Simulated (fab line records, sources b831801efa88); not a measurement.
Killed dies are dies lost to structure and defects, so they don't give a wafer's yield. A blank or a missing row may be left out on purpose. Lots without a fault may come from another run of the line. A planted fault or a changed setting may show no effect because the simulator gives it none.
Which tool did it? | flow sky130 | 12 lots, 36 wafers sampled, at 5 steps of a route of 708

WHAT THE GAUGES READ, wafer by wafer
SKY_VIA1_BOW_MEAS_03. Usual: VIA1_BOW 82 um, standard deviation 7.4.
lot  | measured     | on            | VIA1_BOW (um) | flag
L538 | day 32 20:39 | film_metro-02 | 92 92 90      |
L539 | day 32 23:14 | film_metro-02 | 84 72 87      |
L544 | day 34 20:19 | film_metro-02 | 72 80 72      |
L545 | day 35 08:09 | film_metro-03 | 74 87 84      |
L546 | day 35 10:28 | film_metro-04 | 77 77 81      |
L547 | day 36 00:22 | film_metro-03 | 85 78 85      |
L549 | day 36 08:58 | film_metro-04 | 71 74 89      |
L548 | day 36 09:56 | film_metro-02 | 72 70 83      |
L555 | day 38 09:32 | film_metro-03 | 92 94 90      |
L556 | day 38 15:46 | film_metro-03 | 90 87 61      |
L559 | day 39 10:32 | film_metro-02 | 73 75 73      |
L561 | day 40 15:30 | film_metro-02 | 73 87 77      |

SKY_METAL2_CD_MEAS_15: target cd 140 nm. Usual: cd_nm 140.0 nm, standard deviation 1.6.
lot  | measured     | on        | cd_nm (nm)        | flag
L538 | day 35 02:28 | cd_sem-02 | 137.7 138.3 137.1 |
L539 | day 35 05:14 | cd_sem-01 | 140.7 142.8 140.3 |
L544 | day 37 02:53 | cd_sem-01 | 140.4 140.3 139.6 |
L545 | day 37 14:42 | cd_sem-02 | 142.1 139.7 140.3 |
L546 | day 37 15:46 | cd_sem-02 | 135.8 137.9 136.7 |
L547 | day 38 05:11 | cd_sem-02 | 140.7 141.7 141.3 |
L549 | day 38 14:37 | cd_sem-02 | 135.2 135.4 134.4 | OFF
L548 | day 38 15:17 | cd_sem-01 | 133.3 133.1 135.3 | OFF
L555 | day 40 12:13 | cd_sem-02 | 139.8 140.2 139.6 |
L556 | day 40 18:29 | cd_sem-02 | 141.3 138.5 137.6 |
L559 | day 41 12:23 | cd_sem-02 | 137.3 139.8 138.9 |
L561 | day 42 16:29 | cd_sem-02 | 141.7 143.0 142.5 |

SKY_METAL2_OVL_MEAS_16. Usual: METAL2_OVL -1 nm, standard deviation 6.7.
lot  | measured     | on         | METAL2_OVL (nm) | flag
L538 | day 35 02:35 | overlay-02 | -3 -4 1         |
L539 | day 35 05:19 | overlay-01 | 3 4 -1          |
L544 | day 37 03:01 | overlay-02 | 7 -1 -5         |
L545 | day 37 14:47 | overlay-01 | 1 1 7           |
L546 | day 37 15:51 | overlay-01 | 3 3 2           |
L547 | day 38 05:19 | overlay-02 | 7 2 10          |
L549 | day 38 14:44 | overlay-02 | 4 1 4           |
L548 | day 38 15:23 | overlay-01 | 2 -10 -3        |
L555 | day 40 12:20 | overlay-01 | 9 -5 -4         |
L556 | day 40 18:37 | overlay-01 | -8 -14 -19      |
L559 | day 41 12:29 | overlay-01 | -4 -3 -5        |
L561 | day 42 16:35 | overlay-01 | -8 1 -1         |

WHICH TOOL RAN EACH LOT (tool, then ch and the chambers of the sampled wafers, then the start)
lot  | SKY_METAL1_METAL_ETCH_19          | SKY_METAL2_DEVELOP_14
L538 | rie_metal-02 ch 0,1, day 32 19:29 | litho_track-04 ch 0, day 35 02:00
L539 | rie_metal-04 ch 0,1, day 32 21:58 | litho_track-01 ch 0, day 35 05:00
L544 | rie_metal-03 ch 0,1, day 34 19:07 | litho_track-03 ch 0, day 37 02:00
L545 | rie_metal-03 ch 0,1, day 35 06:55 | litho_track-04 ch 0, day 37 14:00
L546 | rie_metal-04 ch 0,1, day 35 09:16 | litho_track-04 ch 0, day 37 15:00
L547 | rie_metal-02 ch 0,1, day 35 23:07 | litho_track-03 ch 0, day 38 05:00
L549 | rie_metal-03 ch 0,1, day 36 07:47 | litho_track-04 ch 0, day 38 14:00
L548 | rie_metal-02 ch 0,1, day 36 08:44 | litho_track-04 ch 0, day 38 15:00
L555 | rie_metal-04 ch 0,1, day 38 08:20 | litho_track-01 ch 0, day 40 12:00
L556 | rie_metal-02 ch 1, day 38 14:35   | litho_track-03 ch 0, day 40 18:00
L559 | rie_metal-03 ch 0,1, day 39 09:20 | litho_track-04 ch 0, day 41 12:00
L561 | rie_metal-04 ch 0,1, day 40 14:17 | litho_track-04 ch 0, day 42 16:00
- SKY_METAL1_METAL_ETCH_19: etches the open film in Cl2/BCl3, stops on SiO2, target depth 360 nm, time 78 s.
- SKY_METAL2_DEVELOP_14: develop time 60 s.

WHAT THE TOOLS THEMSELVES READ (means of the sampled wafers that have a number; where no wafer has one, the mark that the record gives instead)
SKY_METAL1_METAL_ETCH_19. Usual: drypump_motor_current_A 5.5 A, standard deviation 0.43; he_backside_leak_sccm 3.37 sccm, standard deviation 0.3; oes_product_au 0.853 a.u., standard deviation 0.006; throttle_valve_pct 22.263 %, standard deviation 0.0091.
lot  | tool         | drypump_motor_current_A (A) | he_backside_leak_sccm (sccm) | oes_product_au (a.u.) | throttle_valve_pct (%) | flag
L538 | rie_metal-02 | 5.1                         | 3.43                         | 0.854                 | 22.260                 |
L539 | rie_metal-04 | 5.8                         | 3.55                         | 0.856                 | 22.264                 |
L544 | rie_metal-03 | 6.0                         | 3.25                         | 0.849                 | 22.266                 |
L545 | rie_metal-03 | 6.1                         | 3.10                         | 0.856                 | 22.261                 |
L546 | rie_metal-04 | 5.8                         | 3.51                         | 0.848                 | 22.265                 |
L547 | rie_metal-02 | 5.2                         | 3.58                         | 0.868                 | 22.263                 |
L549 | rie_metal-03 | 6.1                         | 3.16                         | 0.852                 | 22.271                 |
L548 | rie_metal-02 | 5.1                         | 3.37                         | 0.851                 | 22.269                 |
L555 | rie_metal-04 | 5.8                         | 3.51                         | 0.846                 | 22.265                 |
L556 | rie_metal-02 | 5.0                         | 3.22                         | 0.855                 | 22.263                 |
L559 | rie_metal-03 | 6.1                         | 3.13                         | 0.854                 | 22.268                 |
L561 | rie_metal-04 | 5.6                         | 3.38                         | 0.846                 | 22.265                 |

SKY_METAL2_DEVELOP_14. Usual: developer_temp_C 20.99 C, standard deviation 0.12.
lot  | tool           | developer_temp_C (C) | flag
L538 | litho_track-04 | 21.10                |
L539 | litho_track-01 | 21.09                |
L544 | litho_track-03 | 20.92                |
L545 | litho_track-04 | 20.89                |
L546 | litho_track-04 | 20.76                |
L547 | litho_track-03 | 20.77                |
L549 | litho_track-04 | 20.98                |
L548 | litho_track-04 | 21.07                |
L555 | litho_track-01 | 20.96                |
L556 | litho_track-03 | 21.03                |
L559 | litho_track-04 | 21.09                |
L561 | litho_track-04 | 21.00                |

THE ANSWER, worked out from the rows above alone
Rule: a lot is off if the mean of its wafers that have a number lies more than 3 standard deviations from the usual mean. A lot without any number at a reading at which 4 lots or more have one is off too. The other lots that the step has rows for count as sound. The gauges are gone through in route order, then the tools' own readings, and for those a lot's mean is taken as printed above. The first step at which some lot is off is used, and at that step the reading that is off furthest; a lot without a number counts as furthest.
Off: L549, L548, at SKY_METAL2_CD_MEAS_15 (cd_nm).
A tool fits if, at a process step before that reading, it ran every lot that is off, and no sound lot after the first of them. The gauges at SKY_METAL2_CD_MEAS_15 are tried like those tools. None of those tried fits.

WHAT THE SIMULATOR HAD PUT IN
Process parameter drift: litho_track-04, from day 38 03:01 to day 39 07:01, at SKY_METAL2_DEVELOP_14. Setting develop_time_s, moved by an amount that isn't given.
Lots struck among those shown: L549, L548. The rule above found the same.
